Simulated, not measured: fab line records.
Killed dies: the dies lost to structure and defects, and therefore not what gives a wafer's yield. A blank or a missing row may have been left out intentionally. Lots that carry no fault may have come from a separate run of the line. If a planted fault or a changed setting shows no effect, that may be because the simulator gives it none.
fab line records | flow sky130
[record] lots = 4 | wafers = 12 | lastDay = 50
route steps=708 shown METAL2@497 VIA2@507 METAL3@532 CAPM@537 PAD_OPEN@708
lots that met no fault: from a run of the same line without faults
startH: the number of hours between the record's first day and the start of the first shown wafer of the lot | waitH: hours from the lot's prior step to this one | " repeats the value in the row above | L1.1+2: a single row standing in for several wafers | - value missing, or start not given | * or withheld: withheld | < > ~ a bound
route shown NAME@n: a module of which the file shows steps, and the number in the route of the first | usual: mean/standard deviation of fault-free wafers | same: alike in all rows | chamber/n: place in a boat | sites: readings site by site | _std_site: standard deviation across them | _edge_site: outer sites' mean less inner sites' | radiusMm: for every site, how far away it sits from the centre of the wafer | mask NAME#n: copy n | behind: the most recent tool/chamber to have shaped the wafer | hold: the reason the lot was held/the length of the hold in hours/how it ended | device: the n, p or np transistor that did not switch | end of line: the tests these same wafers got at the end of their route | where a step has no rows: the recipe by itself | killed: dies that structure and defects cost at the first sort, which is not the same as the wafer's yield | map: a wafer's dies, marking killed ones x, the rest . and places with no die _
set.NAME: the setting as run; set.NAME@STEP: as run at that earlier step | model.NAME: the simulator's own value behind a step, which no gauge read
lots at some steps of the route; a table a step, a row a wafer
services: a tool's chamber out of use, with start hour (startH, from the record's first day; less than 0 if before it), hours out, and reason
[[steps]]
[step SKY_METAL2_DEVELOP_14]
[recipe] developTimeS = 60 | resist = KrF-thick | devTempC = 21
[step SKY_METAL2_DESCUM_17]
[recipe] chemistry = O2 | sourcePowerW = 150 | biasPowerW = 0 | pressureMtorr = 10 | tempC = 40 | timeS = 8
[step SKY_METAL2_ETCH_18]
[recipe] chemistry = N2/H2 | target = BARC | ionEnergyEv = 200 | biasW = 100 | pressureMtorr = 30 | n2FlowSccm = 100 | h2FlowSccm = 200 | icpW = 500 | stopOn = SiO2 | timeS = 45.9 | targetDepthA = 600
[step SKY_METAL2_METAL_ETCH_19]
[recipe] targetDepthA = 3600 | stopOn = SiO2 | overEtchFrac = 0.3 | timeS = 78 | chemistry = Cl2/BCl3 | resistSidewallDeg = 88 | pressureMtorr = 10 | icpW = 900 | biasW = 48.5 | Cl2_flow_sccm = 60 | bcl3FlowSccm = 30
[step SKY_METAL2_STRIP_20]
[recipe] chemistry = O2/N2 | powerW = 1400 | pressureMtorr = 1500 | platenTempC = withheld | o2FlowSccm = 3000 | n2FlowSccm = 300 | overashFraction = 0.5
[step SKY_METAL2_STRIP_21]
[recipe] chemistry = postEtchResidueRemover | timeS = 1200 | tempC = 72.5
[step SKY_METAL2_CLEAN_22]
[recipe] chemistry = IPA | timeS = 180 | tempC = 25
[step SKY_METAL2_CLEAN_23]
[recipe] chemistry = O3/DIW | dry = n2Spin
[step SKY_VIA2_HDPCVD_00]
[recipe] material = SiO2 | targetThkNm = 1180 | sigmaOpenFrac = 0.3 | timeS = 196.7 | tempC = 400 | sih4FlowSccm = 60 | pressureMtorr = 6
[step SKY_VIA2_CMP_02]
[recipe] material = SiO2 | downForcePsi = 4 | platenRpm = 60 | padVelocityMS = 0.94248
[usual] motorCurrentA = 12.4/1.3 | retainingRingPressureFrac = 1.000/0.0052
lot.wafer | tool   | chamber | startH | waitH | motorCurrentA | retainingRingPressureFrac | model.SiO2_of_VIA2_HDPCVD_00.thkNm
L334.1    | cmp-02 | 1       | 870.22 | 0.3   | 14.2          | 1.009                     | 493.7
L334.3    | "      | 2       | "      | "     | 11.9          | 0.997                     | 494.5
L334.2    | "      | 0       | "      | "     | 13.0          | 0.995                     | 495.4
L342.1    | cmp-02 | 2       | 921.56 | 0.1   | 11.7          | 0.997                     | 446.4
L342.2    | "      | 3       | "      | "     | 10.9          | 0.997                     | 445.8
L342.6    | "      | 1       | "      | "     | 14.1          | 1.000                     | 444.9
L345.2    | cmp-02 | 0       | 933.96 | 0.0   | 12.6          | 1.001                     | 446.3
L345.1    | "      | 3       | "      | "     | 11.1          | 0.996                     | 446.1
L345.5    | "      | 1       | "      | "     | 15.0          | 0.998                     | 445.5
L353.2    | cmp-01 | 0       | 989.50 | 0.2   | 13.0          | 1.002                     | 495.6
L353.5    | "      | 1       | "      | "     | 13.3          | 1.005                     | 494.2
L353.6    | "      | 2       | "      | "     | 10.3          | 0.995                     | 494.9
[step SKY_VIA2_BOW_MEAS_03]
[recipe] mode = bow
[usual] VIA2_BOW = 85/7
lot.wafer | tool         | chamber | startH | waitH | hold                    | VIA2_BOW[um]
L334.1    | filmMetro-04 | -       | 870.52 | 0.2   | -                       | 91
L334.2    | "            | -       | "      | "     | -                       | 84
L334.3    | "            | -       | "      | "     | -                       | 91
L342.1    | filmMetro-04 | -       | 921.81 | 0.2   | awaitDispo/0.2h/release | 92
L342.2    | "            | -       | "      | "     | awaitDispo/0.2h/release | 69
L342.6    | "            | -       | "      | "     | awaitDispo/0.2h/release | 87
L342.1    | filmMetro-04 | -       | 922.10 | 0.3   | -                       | -
L342.2    | "            | -       | "      | "     | -                       | -
L342.6    | "            | -       | "      | "     | -                       | -
L345.1    | filmMetro-04 | -       | 934.26 | 0.1   | awaitDispo/0.2h/release | 76
L345.2    | "            | -       | "      | "     | awaitDispo/0.2h/release | 80
L345.5    | "            | -       | "      | "     | awaitDispo/0.2h/release | 72
L345.1    | filmMetro-04 | -       | 934.54 | 0.3   | -                       | -
L345.2    | "            | -       | "      | "     | -                       | -
L345.5    | "            | -       | "      | "     | -                       | -
L353.2    | filmMetro-03 | -       | 989.67 | 0.1   | -                       | 76
L353.5    | "            | -       | "      | "     | -                       | 78
L353.6    | "            | -       | "      | "     | -                       | 78
[step SKY_VIA2_HMDS_05]
[recipe] primeTimeS = 60 | primeTempC = 120
[step SKY_VIA2_COAT_06]
[recipe] resist = BARC | tempC = withheld | timeS = withheld | spinRpm = 3000 | resistThkNm = 60
[step SKY_VIA2_COAT_07]
[recipe] resist = KrF-thick | spinRpm = 3000 | resistThkNm = 450
[step SKY_VIA2_SOFTBAKE_08]
[recipe] tempC = 100 | timeS = 90 | resist = KrF-thick
[step SKY_VIA2_EXPOSE_09]
[recipe] maskId = VIM2 | na = 0.8 | sourceShape = annular | sigmaInner = 0.55 | sigmaOuter = 0.85 | targetCdNm = 200 | doseMj = 38
[step SKY_VIA2_PEB_10]
[recipe] pebTempC = withheld | pebTimeS = withheld | resist = KrF-thick
[step SKY_VIA2_DEVELOP_11]
[recipe] developTimeS = 60 | resist = KrF-thick | devTempC = 21
[step SKY_VIA2_ETCH_14]
[recipe] chemistry = N2/H2 | target = BARC | ionEnergyEv = 200 | sourceW = 500 | biasW = 100 | pressureMtorr = 30 | n2FlowSccm = 100 | h2FlowSccm = 200 | stopOn = SiO2 | timeS = 45.9 | targetDepthA = 600
[step SKY_VIA2_ETCH_15]
[recipe] target = SiO2 | chemistry = C4F8/O2/Ar | targetDepthNm = 546 | stopOn = TiN | maskMaterial = KrF-thick | sourceW = 1500 | biasW = 1200 | pressureMtorr = 40 | c4f8FlowSccm = withheld | O2_flow_sccm = 6 | Ar_flow_sccm = 300 | timeS = 84
[usual] oesProductAu = 0.940/0.0051
lot.wafer | tool       | chamber | startH  | waitH | oesProductAu | model.etch.depthNm | model.VIA2.featureDepthNm
L334.1    | rieDiel-01 | 0       | 895.92  | 0.0   | 0.939        | 493.7              | 493.7
L334.2    | "          | 2       | "       | "     | 0.941        | 495.4              | 495.4
L334.3    | "          | 3       | "       | "     | 0.938        | 494.5              | 494.5
L342.1    | rieDiel-04 | 3       | 946.21  | 0.0   | 0.888        | 446.4              | 446.4
L342.2    | "          | 2       | "       | "     | 0.875        | 445.8              | 445.8
L342.6    | "          | 1       | "       | "     | 0.889        | 444.9              | 444.9
L345.1    | rieDiel-01 | 3       | 958.56  | 0.0   | 0.883        | 446.1              | 446.1
L345.2    | "          | 1       | "       | "     | 0.883        | 446.3              | 446.3
L345.5    | "          | 3       | "       | "     | 0.888        | 445.5              | 445.5
L353.2    | rieDiel-02 | 0       | 1012.97 | 0.0   | 0.944        | 495.6              | 495.6
L353.5    | "          | 0       | "       | "     | 0.934        | 494.2              | 494.2
L353.6    | "          | 1       | "       | "     | 0.939        | 494.9              | 494.9
[step SKY_VIA2_STRIP_16]
[recipe] chemistry = O2/N2 | powerW = 1400 | pressureMtorr = 1500 | platenTempC = withheld | o2FlowSccm = 3000 | n2FlowSccm = 300 | overashFraction = 0.5
[step SKY_VIA2_STRIP_17]
[recipe] chemistry = postEtchResidueRemover | timeS = 1200 | tempC = 72.5
[step SKY_VIA2_CLEAN_18]
[recipe] chemistry = IPA | timeS = 180 | tempC = 25
[step SKY_VIA2_CLEAN_19]
[recipe] chemistry = O3/DIW | dry = n2Spin
[step SKY_VIA2_SPUTTER_20]
[recipe] material = TiN | targetThkNm = 20 | chamberPressurePa = 5 | powerW = 4000 | timeS = 80
[step SKY_VIA2_CVD_21]
[recipe] material = W | targetThkNm = 420 | timeS = 126.4 | tempC = 400 | pressureTorr = 40
[step SKY_VIA2_CMP_24]
[recipe] stopOn = SiO2 | tOverpolishS = 20 | downForcePsi = 3.5 | platenRpm = 60 | targetThkNm = 0 | padVelocityMS = 0.94248
[step SKY_METAL3_SPUTTER_00]
[recipe] material = Ti | targetThkNm = 15 | powerW = 3000 | timeS = 10 | chamberPressurePa = 0.4
[step SKY_METAL3_SPUTTER_01]
[recipe] material = TiN | targetThkNm = 20 | powerW = 6500 | timeS = 16.7 | chamberPressurePa = 0.4
[step SKY_METAL3_SPUTTER_02]
[recipe] material = AlCu | targetThkNm = 735 | powerW = 10600 | timeS = 39.1 | chamberPressurePa = 0.4
[step SKY_METAL3_SPUTTER_03]
[recipe] material = Ti | targetThkNm = 5 | powerW = 3000 | timeS = 3.3 | chamberPressurePa = 0.4
[step SKY_METAL3_SPUTTER_04]
[recipe] material = TiN | targetThkNm = 70 | powerW = 6500 | timeS = 58.3 | chamberPressurePa = 0.4
[step SKY_CAPM_CVD_00]
[recipe] material = SiO2 | targetThkNm = 15.5 | tempC = 400 | timeS = withheld | rfW = 450
[step SKY_METAL3_METAL_ETCH_18]
[recipe] targetDepthA = 8450 | stopOn = SiO2 | overEtchFrac = 0.3 | timeS = 183.1 | chemistry = Cl2/BCl3 | resistSidewallDeg = 88 | pressureMtorr = 10 | icpW = 900 | biasW = 48.5 | Cl2_flow_sccm = 60 | bcl3FlowSccm = 30
[usual] drypumpMotorCurrentA = 5.9/0.32 | oesProductAu = 0.868/0.0065 | throttleValvePct = 22.265/0.0088
lot.wafer | tool        | chamber | startH  | waitH | drypumpMotorCurrentA | oesProductAu | rfHoursCounterH | throttleValvePct | model.SiO2_of_VIA2_HDPCVD_00.thkNm
L334.1    | rieMetal-02 | 1       | 947.70  | 0.0   | 6.4                  | 0.868        | 13              | 22.276           | 464.5
L334.2    | "           | 0       | "       | "     | 6.0                  | 0.859        | 11              | 22.257           | 465.9
L334.3    | "           | 1       | "       | "     | 6.5                  | 0.870        | -               | 22.257           | 465
L342.1    | rieMetal-02 | 1       | 996.27  | 0.0   | 6.5                  | 0.877        | 16              | 22.261           | 416.6
L342.2    | "           | 0       | "       | "     | 6.0                  | 0.877        | 14              | 22.257           | 416.1
L342.6    | "           | 0       | "       | "     | 6.0                  | 0.877        | -               | 22.247           | 414.9
L345.1    | rieMetal-01 | 0       | 1008.47 | 0.0   | 5.4                  | 0.875        | 20              | 22.259           | 416.9
L345.2    | "           | 1       | "       | "     | 6.0                  | 0.868        | 9               | 22.267           | 416.5
L345.5    | "           | 0       | "       | "     | 5.4                  | 0.873        | -               | 22.265           | 416.2
L353.2    | rieMetal-04 | 0       | 1059.07 | 0.0   | 5.8                  | 0.861        | 6               | 22.265           | 465
L353.5    | "           | 0       | "       | "     | 5.8                  | 0.871        | -               | 22.250           | 463.6
L353.6    | "           | 1       | "       | "     | 5.9                  | 0.867        | -               | 22.247           | 465
[step SKY_PAD_OPEN_PROBE_99]
[usual] defectLimitedYield = 82.7/1.9 | killed_at_M0_to_M3 = 43/6.8 | killed_at_M4_up = 3.0/1.8 | killedAtContacts = 23/5.4 | killedAtFrontEnd = 15/4.4 | killedAtOther = 0.3/0.51 | killedDies = 85/9.2 | killedOnRim = 17/3.7 | killedOpen = 47/6.8 | killedShort = 39/6.8 | sort_bin_3_pad_short = 0.8/0.43 | sort_bin_5_function = 10.3/1.5 | sort_bin_6_memory = 6.2/0.96 | sortNPass = 407/9.2 | sortYieldPct = 82.7/1.9
[same] grossDies = 492 | killedAtBackSide = 0 | sort_bin_4_leakage[%] = 0 | sort_bin_8_speed[%] = 0
lot.wafer | tool      | chamber | startH  | waitH | defectLimitedYield[%] | killed_at_M0_to_M3 | killed_at_M4_up | killedAtContacts | killedAtFrontEnd | killedAtOther | killedDies | killedOnRim | killedOpen | killedShort | sort_bin_3_pad_short[%] | sort_bin_5_function[%] | sort_bin_6_memory[%] | sortNPass | sortYieldPct[%]
L334.1    | prober-02 | -       | 1112.87 | 0.1   | 79.5                  | 44                 | 1               | 32               | 23               | 1             | 101        | 16          | 57         | 44          | 0.8                     | 12.8                   | 6.9                  | 391       | 79.5
L334.2    | prober-02 | -       | 1112.92 | 0.1   | 82.7                  | 33                 | 6               | 22               | 24               | 0             | 85         | 17          | 42         | 43          | 1.4                     | 11.0                   | 4.9                  | 407       | 82.7
L334.3    | prober-02 | -       | 1112.97 | 0.2   | 82.1                  | 42                 | 2               | 26               | 17               | 1             | 88         | 15          | 41         | 47          | 1.0                     | 11.0                   | 5.9                  | 404       | 82.1
L342.1    | prober-02 | -       | 1152.29 | 0.1   | 85.0                  | 43                 | 7               | 17               | 7                | 0             | 74         | 17          | 47         | 27          | 1.0                     | 9.3                    | 4.7                  | 418       | 85.0
L342.2    | prober-02 | -       | 1152.34 | 0.1   | 82.5                  | 38                 | 4               | 27               | 17               | 0             | 86         | 14          | 44         | 42          | 0.4                     | 11.4                   | 5.7                  | 406       | 82.5
L342.6    | prober-02 | -       | 1152.54 | 0.2   | 80.7                  | 50                 | 4               | 26               | 14               | 1             | 95         | 18          | 46         | 49          | 1.0                     | 11.0                   | 7.3                  | 397       | 80.7
L345.1    | prober-01 | -       | 1163.38 | 0.1   | 80.9                  | 49                 | 3               | 25               | 17               | 0             | 94         | 16          | 52         | 42          | 0.6                     | 10.8                   | 7.7                  | 398       | 80.9
L345.2    | prober-01 | -       | 1163.43 | 0.1   | 78.9                  | 58                 | 3               | 31               | 12               | 0             | 104        | 17          | 61         | 43          | 0.8                     | 13.4                   | 6.9                  | 388       | 78.9
L345.5    | prober-01 | -       | 1163.58 | 0.2   | 79.9                  | 56                 | 5               | 24               | 14               | 0             | 99         | 19          | 55         | 44          | 0.8                     | 12.6                   | 6.7                  | 393       | 79.9
L353.2    | prober-01 | -       | 1199.59 | 0.1   | 83.9                  | 41                 | 2               | 26               | 10               | 0             | 79         | 15          | 38         | 41          | 1.4                     | 9.1                    | 5.5                  | 413       | 83.9
L353.5    | prober-01 | -       | 1199.74 | 0.2   | 82.1                  | 50                 | 1               | 25               | 12               | 0             | 88         | 15          | 41         | 47          | 1.8                     | 10.2                   | 5.9                  | 404       | 82.1
L353.6    | prober-01 | -       | 1199.79 | 0.2   | 79.1                  | 58                 | 2               | 30               | 13               | 0             | 103        | 17          | 49         | 54          | 1.6                     | 13.2                   | 6.1                  | 389       | 79.1
// killed by level:class
L334.1 LI_CONTACT:geometricParticle:open=13 VIA1:geometricParticle:open=13 VIA3:geometricParticle:open=8 CONTACT:geometricParticle:open=7 FIELD_ISO:geometricParticle:open=6 POLY_GATE:geometricParticle:short=5 CONTACT:geometricParticle:short=5 VIA1:geometricParticle:short=5
L334.2 LI_CONTACT:geometricParticle:open=10 VIA1:geometricParticle:open=10 FIELD_ISO:geometricParticle:short=8 METAL4:geometricParticle:short=6 METAL2:geometricParticle:short=6 CONTACT:geometricParticle:open=5 POLY_GATE:geometricParticle:short=4 LI_CONTACT:geometricParticle:short=4
L334.3 VIA1:geometricParticle:open=10 CONTACT:geometricParticle:short=9 VIA3:geometricParticle:open=8 METAL2:geometricParticle:short=6 LOCAL_INTERCONNECT:geometricParticle:short=5 CONTACT:geometricParticle:open=5 POLY_GATE:geometricParticle:open=4 LI_CONTACT:geometricParticle:open=4
L342.1 VIA1:geometricParticle:open=15 VIA3:geometricParticle:open=7 METAL2:geometricParticle:short=6 LI_CONTACT:geometricParticle:open=6 METAL4:geometricParticle:short=5 METAL2:geometricParticle:open=5 CONTACT:geometricParticle:short=4 FIELD_ISO:geometricParticle:open=3
L342.2 VIA1:geometricParticle:open=10 LI_CONTACT:geometricParticle:open=7 LI_CONTACT:geometricParticle:short=6 CONTACT:geometricParticle:open=6 VIA1:geometricParticle:short=6 POLY_GATE:geometricParticle:short=5 VIA3:geometricParticle:open=5 FIELD_ISO:geometricParticle:open=4
L342.6 VIA1:geometricParticle:open=11 METAL1:geometricParticle:short=9 VIA2:geometricParticle:open=8 CONTACT:geometricParticle:open=6 LI_CONTACT:geometricParticle:short=6 LOCAL_INTERCONNECT:geometricParticle:short=6 METAL2:geometricParticle:short=6 LI_CONTACT:geometricParticle:open=5
L345.1 VIA1:geometricParticle:open=11 VIA2:geometricParticle:open=10 LI_CONTACT:geometricParticle:open=8 CONTACT:geometricParticle:open=8 VIA3:geometricParticle:open=8 FIELD_ISO:geometricParticle:short=7 METAL1:geometricParticle:short=6 VIA1:geometricParticle:short=6
L345.2 VIA1:geometricParticle:open=15 CONTACT:geometricParticle:open=11 LI_CONTACT:geometricParticle:open=10 METAL2:geometricParticle:short=9 VIA1:geometricParticle:short=8 VIA2:geometricParticle:open=8 VIA3:geometricParticle:open=7 CONTACT:geometricParticle:short=5
L345.5 VIA1:geometricParticle:open=15 VIA3:geometricParticle:open=10 LI_CONTACT:geometricParticle:open=9 METAL1:geometricParticle:short=8 VIA1:geometricParticle:short=8 CONTACT:geometricParticle:short=6 CONTACT:geometricParticle:open=6 VIA2:geometricParticle:open=5
L353.2 METAL2:geometricParticle:short=10 CONTACT:geometricParticle:open=8 VIA1:geometricParticle:open=6 VIA3:geometricParticle:open=6 LOCAL_INTERCONNECT:geometricParticle:short=5 LI_CONTACT:geometricParticle:open=5 VIA2:geometricParticle:short=4 FIELD_ISO:geometricParticle:short=3
L353.5 LI_CONTACT:geometricParticle:open=8 METAL1:geometricParticle:short=8 CONTACT:geometricParticle:open=6 METAL3:geometricParticle:short=6 VIA2:geometricParticle:open=6 VIA3:geometricParticle:open=6 VIA1:geometricParticle:open=5 FIELD_ISO:geometricParticle:short=4
L353.6 VIA2:geometricParticle:open=12 METAL2:geometricParticle:short=11 LI_CONTACT:geometricParticle:open=9 CONTACT:geometricParticle:open=8 POLY_GATE:geometricParticle:short=7 METAL1:geometricParticle:short=7 VIA1:geometricParticle:open=7 CONTACT:geometricParticle:short=6
[[services]]
tool        | chamber | startH  | hours | kind
cmp-02      | -       | 850.60  | 3.4   | repair
rieMetal-04 | -       | 857.83  | 14.6  | pm
rieMetal-01 | 0       | 859.90  | 4.0   | repair
cmp-02      | -       | 861.63  | 4.1   | pm
cmp-01      | -       | 867.69  | 3.2   | pm
rieMetal-04 | -       | 891.31  | 2.8   | pm
cmp-01      | -       | 893.26  | 3.3   | repair
cmp-01      | -       | 912.27  | 4.0   | pm
rieDiel-01  | 2       | 920.96  | -     | clean
rieDiel-01  | 2       | 920.96  | 13.4  | scheduledDown
rieDiel-02  | 2       | 937.56  | 4.8   | repair
rieDiel-01  | 0       | 938.44  | 11.7  | repair
rieDiel-01  | 3       | 939.10  | 5.6   | repair
rieDiel-04  | 1       | 962.95  | 9.9   | repair
rieDiel-02  | -       | 963.04  | 0.2   | repair
cmp-02      | -       | 974.49  | 5.3   | repair
rieDiel-04  | 3       | 980.89  | 3.2   | repair
cmp-01      | -       | 982.13  | 6.0   | pm
rieMetal-04 | 1       | 984.65  | 1.3   | repair
cmp-01      | -       | 991.32  | 1.5   | repair
rieDiel-04  | 1       | 1018.24 | 9.8   | repair
rieMetal-01 | -       | 1047.77 | 22.0  | repair
rieDiel-01  | -       | 1049.45 | 4.3   | pm
rieDiel-01  | 3       | 1055.42 | 2.0   | repair
[[key]]
[firstSign] step = SKY_VIA2_BOW_MEAS_03 | reading = visit | direction = added
[effect] step = SKY_VIA2_ETCH_15 | reading = oesProductAu | direction = down | sigmas = 11 | usual = 0.940 | struck = 0.884
[modelEffect] step = SKY_VIA2_CMP_02 | value = SiO2_of_VIA2_HDPCVD_00.thkNm | without = 495.3 | struck = 445.8
[modelEffect] step = SKY_VIA2_ETCH_15 | value = etch.depthNm | without = 495.3 | struck = 445.8
[modelEffect] step = SKY_METAL3_METAL_ETCH_18 | value = SiO2_of_VIA2_HDPCVD_00.thkNm | without = 465.7 | struck = 416.2
metAt SKY_VIA2_CMP_02
struckWafers L342.1,L342.2,L342.6,L345.1,L345.2,L345.5
onsetBetween 870.22 921.56
[fault] kind = processParameterDrift | tool = cmp-02 | chamber = - | onsetH = 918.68 | steps = SKY_VIA2_CMP_02 | channel = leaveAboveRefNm | offset = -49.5 | shape = step | endH = 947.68 | actsIn = theseRecipesOnly | stated = 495
